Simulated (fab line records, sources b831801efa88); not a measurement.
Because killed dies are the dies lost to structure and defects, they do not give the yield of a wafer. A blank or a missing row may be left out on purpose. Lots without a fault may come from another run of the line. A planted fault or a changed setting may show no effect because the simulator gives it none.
Which tool is to blame? ; flow gf180mcu ; 18 wafers from 6 lots sampled at 3 of the route's 602 steps

## WHAT EACH GAUGE READ, for each wafer
GF_PSD_TW_MEAS_11.
lot;measured;on;PSD_TW
L487;day 15 06:20;film_metro-02;3132 3149 3147
L495;day 18 00:36;film_metro-01;3264 3262 3285
L498;day 19 05:57;film_metro-02;3134 3126 3164
L501;day 20 03:13;film_metro-01;3189 3163 3149
L505;day 21 12:53;film_metro-02;3149 3166 3137
L507;day 22 07:36;film_metro-02;3142 3166 3142

## WHICH TOOL RAN EACH LOT (tool, then ch and the chambers of the sampled wafers, then the start)
lot;GF_PSD_IMPLANT_09;GF_PSD_STRIP_10
L487;implanter-02 ch 0, day 15 06:05;plasma_asher-02 ch 0,1, day 15 06:14
L495;implanter-04 ch 0, day 18 00:21;plasma_asher-02 ch 0,1, day 18 00:30
L498;implanter-02 ch 0, day 19 05:43;plasma_asher-02 ch 0,1, day 19 05:50
L501;implanter-02 ch 0, day 20 02:59;plasma_asher-04 ch 0,1, day 20 03:07
L505;implanter-02 ch 0, day 21 12:38;plasma_asher-04 ch 0,1, day 21 12:47
L507;implanter-02 ch 0, day 22 07:23;plasma_asher-04 ch 0,1, day 22 07:31
- GF_PSD_IMPLANT_09
- GF_PSD_STRIP_10: strips in O2/N2.

## THE ANSWER, worked out from the rows above alone
Rule: the usual values come from the lots themselves. The widest of any qualifying gaps counts: lots, ordered by their means at a reading, are off when they make up no more than a third of the lots, leave a main group of 4 or more, and stand apart from it by 3 or more times the standard deviation of that group's means. Not used: any main group whose means are identical at the precision the tables above print for the reading. A lot without any number at a reading at which 4 lots or more have one is off too. The other lots that the step has rows for count as sound.
Off: at GF_PSD_TW_MEAS_11 (PSD_TW), L495. The main group has a mean of 3150 with a standard deviation of 9.1.
If a tool, at a process step before that reading, ran all the lots that are off and no sound lot after the first of them, it fits. Gauges at GF_PSD_TW_MEAS_11: tried the same way as those tools. One candidate fits, namely implanter-04 at GF_PSD_IMPLANT_09. It ran no sound lot before its first lot that is off in this sample, so the start can't be narrowed down.

## WHAT HAD BEEN PUT IN BY THE SIMULATOR
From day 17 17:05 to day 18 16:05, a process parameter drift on implanter-04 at GF_PSD_IMPLANT_09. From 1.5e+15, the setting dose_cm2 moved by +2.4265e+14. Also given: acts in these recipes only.
Lots struck among those shown: L495. The rule above reached the same finding.
